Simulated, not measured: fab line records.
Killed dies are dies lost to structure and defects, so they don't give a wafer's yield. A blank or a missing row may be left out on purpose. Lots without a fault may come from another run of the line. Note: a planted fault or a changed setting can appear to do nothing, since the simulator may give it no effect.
A struck lot beside a sound one / flow sky130 / 21 out of 708 route steps
Sound: these wafers, L205.1, L205.2, L205.6. Struck: wafer L223.5 (left out: L223.1, a lot-mate that was not struck); the cause follows at the end.
Per side, at each step with rows, come the tool, then ch with its chambers, and then its first start. Under that, the readings that differ: sound wafers / struck wafers / difference of the means / sigmas: that difference in standard deviations of wafers without a fault.
alike: same words and numbers on both sides, and readings whose means sit less than 2 such deviations apart. not compared: any withheld reading, any reading some wafer has no value for, any bound like >300 that may hide the same value, and any number with overlapping values for which the record gives no deviation.
Wherever a step has rows on one side only, a row that says differs or no value, or a row with sigmas, the two part there. When numbers do not overlap yet have no deviation, they are printed without sigmas and do not part them. A reading missing from all wafers of one side parts the sides only when that side holds two or more wafers.

SKY_METAL4_SPUTTER_00: material Ti, target thk 15 nm, time 10 s.
  struck on pvd_sputter-04, day 45 10:35; sound on pvd_sputter-03, day 40 03:52
  alike: throttle_valve_pct
SKY_METAL4_SPUTTER_01: material TiN, target thk 20 nm, time 16.7 s.
  struck on pvd_sputter-04, day 45 10:37; sound on pvd_sputter-03, day 40 03:53
  alike: throttle_valve_pct
SKY_METAL4_SPUTTER_02: material AlCu, target thk 735 nm, time 39.1 s.
  struck on pvd_sputter-04, day 45 10:38; sound on pvd_sputter-03, day 40 03:55
  alike: throttle_valve_pct
then, 1 step without rows for these wafers: SKY_METAL4_SPUTTER_03 (material Ti, target thk 5 nm, time 3.3 s).
SKY_METAL4_SPUTTER_04: material TiN, target thk 70 nm, time 58.3 s.
  struck on pvd_sputter-04, day 45 10:42; sound on pvd_sputter-03, day 40 03:58
  alike: throttle_valve_pct
then, 1 step without rows for these wafers: SKY_CAP2M_CVD_00 (deposits SiO2, target thk 15.5 nm).
SKY_CAP2M_THK_MEAS_01:
  struck on film_metro-04, day 45 10:46; sound on film_metro-04, day 40 04:02
  alike: CAP2M_CVD_00_THK
SKY_CAP2M_SPUTTER_02: material TiN, target thk 200 nm, time 166.7 s.
  struck on pvd_sputter-01, day 45 10:50; sound on pvd_sputter-04, day 40 04:05
  alike: substrate_temp_c, throttle_valve_pct
SKY_CAP2M_RS_MEAS_03: the measuring method here is four-point-probe.
  struck on film_metro-02, day 45 10:56; sound on film_metro-03, day 40 04:12
  alike: CAP2M_TIN_RS
SKY_CAP2M_THK_MEAS_04: measures by xrf.
  struck on film_metro-02, day 45 11:04; sound on film_metro-03, day 40 04:19
  alike: CAP2M_TIN_THK
then, 2 steps without rows for these wafers: SKY_CAP2M_DEHYDRATE_05 (time 60 s); SKY_CAP2M_HMDS_06 (prime time 60 s).
SKY_CAP2M_COAT_07: resist thk 1140 nm.
  sound on litho_track-02 ch 0, day 40 16:55; struck on litho_track-02 ch 0, day 45 21:46
reading=model.NOVOLAK_of_CAP2M_COAT_07.thk_nm (nm); sound=1143 1144 1142; struck=1122; difference=-21; sigmas=
then, 4 steps without rows for these wafers: SKY_CAP2M_SOFTBAKE_08 (time 60 s); SKY_CAP2M_EXPOSE_09 (exposes mask CAP2M, target cd 1000 nm); SKY_CAP2M_PEB_10; SKY_CAP2M_DEVELOP_11 (develop time 60 s).
SKY_CAP2M_OVL_MEAS_12:
  struck on overlay-02, day 46 07:25; sound on overlay-01, day 41 04:31
  alike: CAP2M_OVL
SKY_CAP2M_METAL_ETCH_13: etches TiN in Cl2/BCl3, stops on SiO2, target depth 220 nm, time 62.9 s.
  sound on rie_metal-01 ch 0,1, day 41 04:32; struck on rie_metal-04 ch 0, day 46 07:26
reading=model.NOVOLAK_of_CAP2M_COAT_07.thk_nm (nm); sound=1000 998.2 1000; struck=975.5; difference=-23.9; sigmas=
  alike: drypump_motor_current_A, oes_product_au, throttle_valve_pct
  not compared: rf_hours_counter_h
SKY_CAP2M_STRIP_14: strips in O2/N2.
  sound on plasma_asher-03 ch 0,1, day 41 04:37; struck on plasma_asher-02 ch 0, day 46 07:31
reading=strip_time_to_endpoint_s (s); sound=12.74 12.71 12.73; struck=12.45; difference=-0.28; sigmas=-4
  alike: drypump_motor_current_A, oes_product_au
  not compared: rf_hours_counter_h
then, 1 step without rows for these wafers: SKY_CAP2M_STRIP_15 (strips in post etch residue remover, time 1200 s).

WHERE THEY PART
At SKY_CAP2M_STRIP_14 and nowhere else, as far as this record goes.

WHY: what the simulator had put in
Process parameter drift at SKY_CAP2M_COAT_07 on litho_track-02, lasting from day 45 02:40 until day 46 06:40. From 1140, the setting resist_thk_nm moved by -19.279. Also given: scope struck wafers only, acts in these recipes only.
